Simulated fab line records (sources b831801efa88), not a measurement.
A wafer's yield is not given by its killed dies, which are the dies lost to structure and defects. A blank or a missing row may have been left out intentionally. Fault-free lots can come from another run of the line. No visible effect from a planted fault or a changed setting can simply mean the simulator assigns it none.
What tool caused it? -- flow sky130 -- 11 lots, 33 wafers sampled, at 6 steps of a route of 708

== WHAT THE GAUGES READ, wafer by wafer ==
SKY_FIELD_ISO_THK_MEAS_04.
lot,measured,on,FIELD_ISO_CVD_03_THK (nm)
L490,day 1 15:46,film-metro-02,163.1 163.4 163.8
L495,day 2 14:58,film-metro-02,163.5 162.5 162.8
L498,day 3 05:35,film-metro-04,165.9 165.0 166.0
L499,day 3 11:21,film-metro-01,168.4 168.3 168.7
L500,day 3 15:31,film-metro-02,162.8 163.5 162.4
L501,day 3 23:42,film-metro-02,166.8 166.4 167.8
L503,day 4 07:05,film-metro-01,166.9 167.1 166.8
L506,day 5 01:52,film-metro-04,167.5 167.9 168.3
L510,day 5 19:44,film-metro-01,168.2 167.5 168.0
L511,day 6 01:07,film-metro-04,165.7 165.8 166.0
L513,day 6 09:04,film-metro-02,166.1 165.4 164.5

SKY_NWELL_TW_MEAS_15.
lot,measured,on,NWELL_TW
L490,day 4 17:58,film-metro-01,1824 1834 1827
L495,day 5 16:22,film-metro-03,1792 1796 1793
L498,day 6 14:23,film-metro-01,2073 2071 2074
L499,day 6 19:58,film-metro-04,2071 2062 2069
L500,day 7 09:27,film-metro-04,2067 2065 2069
L501,day 7 17:11,film-metro-04,1831 1838 1825
L503,day 7 21:41,film-metro-04,1833 1833 1828
L506,day 8 14:58,film-metro-03,1786 1796 1795
L510,day 9 10:35,film-metro-04,1826 1808 1826
L511,day 9 18:01,film-metro-03,1793 1788 1791
L513,day 10 04:10,film-metro-03,1798 1797 1804

SKY_NWELL_RS_MEAS_29: uses a four-point probe to measure.
lot,measured,on,NWELL_RS (ohm/sq)
L490,day 5 11:05,film-metro-04,626.4 627.7 624.4
L495,day 6 10:11,film-metro-03,624.5 623.5 623.7
L498,day 7 10:39,film-metro-04,507.9 507.5 507.7
L499,day 7 16:23,film-metro-04,505.3 505.3 506.3
L500,day 8 06:00,film-metro-01,505.5 506.9 505.4
L501,day 8 14:30,film-metro-01,625.0 624.3 627.0
L503,day 8 18:21,film-metro-04,625.8 627.2 625.9
L506,day 9 11:29,film-metro-04,625.8 624.5 624.0
L510,day 10 09:09,film-metro-04,626.5 626.8 625.9
L511,day 10 17:32,film-metro-01,624.2 624.2 624.5
L513,day 11 03:56,film-metro-03,624.8 624.8 625.7

== WHICH TOOL RAN EACH LOT (tool, then ch and the chambers of the sampled wafers, then the start) ==
lot,SKY_DNWELL_STRIP_08,SKY_PWDE_STRIP_09,SKY_NWELL_IMPLANT_11
L490,"plasma-asher-03 ch 0,1, day 3 07:17","plasma-asher-04 ch 0,1, day 4 00:34","implanter-02 ch 0, day 4 17:25"
L495,"plasma-asher-04 ch 1, day 4 06:05","plasma-asher-02 ch 0,1, day 4 22:52","implanter-01 ch 0, day 5 15:49"
L498,"plasma-asher-01 ch 0,1, day 5 02:23","plasma-asher-02 ch 0,1, day 5 20:07","implanter-02 ch 0, day 6 13:51"
L499,"plasma-asher-01 ch 0,1, day 5 08:11","plasma-asher-03 ch 0, day 6 00:46","implanter-02 ch 0, day 6 19:25"
L500,"plasma-asher-03 ch 0,1, day 5 18:10","plasma-asher-02 ch 0,1, day 6 13:04","implanter-02 ch 0, day 7 08:56"
L501,"plasma-asher-04 ch 0,1, day 6 01:59","plasma-asher-04 ch 1, day 6 20:16","implanter-01 ch 0, day 7 16:39"
L503,"plasma-asher-04 ch 0,1, day 6 05:41","plasma-asher-02 ch 0,1, day 7 01:01","implanter-01 ch 0, day 7 21:09"
L506,"plasma-asher-04 ch 0,1, day 6 21:44","plasma-asher-03 ch 0,1, day 7 17:28","implanter-04 ch 0, day 8 14:25"
L510,"plasma-asher-01 ch 0,1, day 7 16:23","plasma-asher-04 ch 0,1, day 8 13:10","implanter-01 ch 0, day 9 10:03"
L511,"plasma-asher-04 ch 0,1, day 8 00:32","plasma-asher-03 ch 0,1, day 8 20:52","implanter-02 ch 0, day 9 17:28"
L513,"plasma-asher-03 ch 0,1, day 8 09:20","plasma-asher-02 ch 0,1, day 9 06:16","implanter-04 ch 0, day 10 03:37"
- SKY_DNWELL_STRIP_08: strips in O2/N2.
- SKY_PWDE_STRIP_09: strips in O2/N2.
- SKY_NWELL_IMPLANT_11

== WHAT THE TOOLS THEMSELVES READ (means of the sampled wafers that have a number; where no wafer has one, the mark that the record gives instead) ==
SKY_DNWELL_STRIP_08.
lot,tool,drypump-motor-current-A (A),n2-flow-sccm (sccm),oes-product-au (a.u.),strip-time-to-endpoint-s (s)
L490,plasma-asher-03,5.6,300.0,0.720,36.86
L495,plasma-asher-04,5.6,299.8,0.721,36.86
L498,plasma-asher-01,5.5,299.1,0.726,36.83
L499,plasma-asher-01,5.5,300.9,0.725,36.95
L500,plasma-asher-03,5.8,300.8,0.721,36.83
L501,plasma-asher-04,5.6,300.4,0.722,36.86
L503,plasma-asher-04,5.6,300.3,0.725,36.86
L506,plasma-asher-04,5.7,299.5,0.717,37.05
L510,plasma-asher-01,5.1,299.6,0.725,36.81
L511,plasma-asher-04,5.7,299.1,0.721,36.92
L513,plasma-asher-03,5.7,300.3,0.719,36.87

SKY_PWDE_STRIP_09.
lot,tool,drypump-motor-current-A (A),n2-flow-sccm (sccm),oes-product-au (a.u.),strip-time-to-endpoint-s (s)
L490,plasma-asher-04,5.72,299.6,0.722,36.98
L495,plasma-asher-02,5.49,300.4,0.726,36.94
L498,plasma-asher-02,5.51,300.1,0.722,36.78
L499,plasma-asher-03,5.93,299.5,0.716,36.82
L500,plasma-asher-02,5.40,300.0,0.722,36.97
L501,plasma-asher-04,5.63,300.2,0.728,37.00
L503,plasma-asher-02,5.50,299.2,0.722,37.06
L506,plasma-asher-03,5.64,301.1,0.720,36.95
L510,plasma-asher-04,5.71,300.9,0.727,37.05
L511,plasma-asher-03,5.78,299.6,0.718,36.96
L513,plasma-asher-02,5.49,299.4,0.718,36.99

SKY_NWELL_IMPLANT_11.
lot,tool,dose-ions-cm2,faraday-current-uA
L490,implanter-02,1.8968e+13,106.1
L495,implanter-01,1.9007e+13,106.4
L498,implanter-02,2.8054e+13,156.1
L499,implanter-02,2.8052e+13,155.5
L500,implanter-02,2.8010e+13,158.9
L501,implanter-01,1.9007e+13,108.0
L503,implanter-01,1.9001e+13,108.0
L506,implanter-04,1.8996e+13,107.1
L510,implanter-01,1.8988e+13,105.8
L511,implanter-02,1.9006e+13,106.7
L513,implanter-04,1.8998e+13,106.6

== THE ANSWER, worked out from the rows above alone ==
Rule: the lots themselves supply what counts as usual. The widest of any qualifying gaps counts: lots, ordered by their means at a reading, are off when they make up no more than a third of the lots, leave a main group of 4 or more, and stand apart from it by 3 or more times the standard deviation of that group's means. A main group whose means are all the same, to the digits that the tables above print for the reading, isn't used. Also off: a lot with no number at a reading for which 4 or more lots have one. The other lots that the step has rows for count as sound. First the gauges in route order, then the tools' own readings, where a lot's mean is used as printed above. At the first step where some lot is off, the reading lying furthest off is the one used; lots without a number count as furthest.
Off: L498, L499, L500, seen at SKY_NWELL_TW_MEAS_15 (NWELL_TW). The main group: mean 1811, standard deviation 17.
A tool fits if, at a process step before that reading, it ran every lot that is off, and no sound lot after the first of them. Not tried: the gauges at SKY_NWELL_TW_MEAS_15; whatever is off there is also off at SKY_NWELL_IMPLANT_11, on other tools, and gauge error can't account for it. Of those tried, none fits.

== WHAT HAD BEEN PUT IN BY THE SIMULATOR ==
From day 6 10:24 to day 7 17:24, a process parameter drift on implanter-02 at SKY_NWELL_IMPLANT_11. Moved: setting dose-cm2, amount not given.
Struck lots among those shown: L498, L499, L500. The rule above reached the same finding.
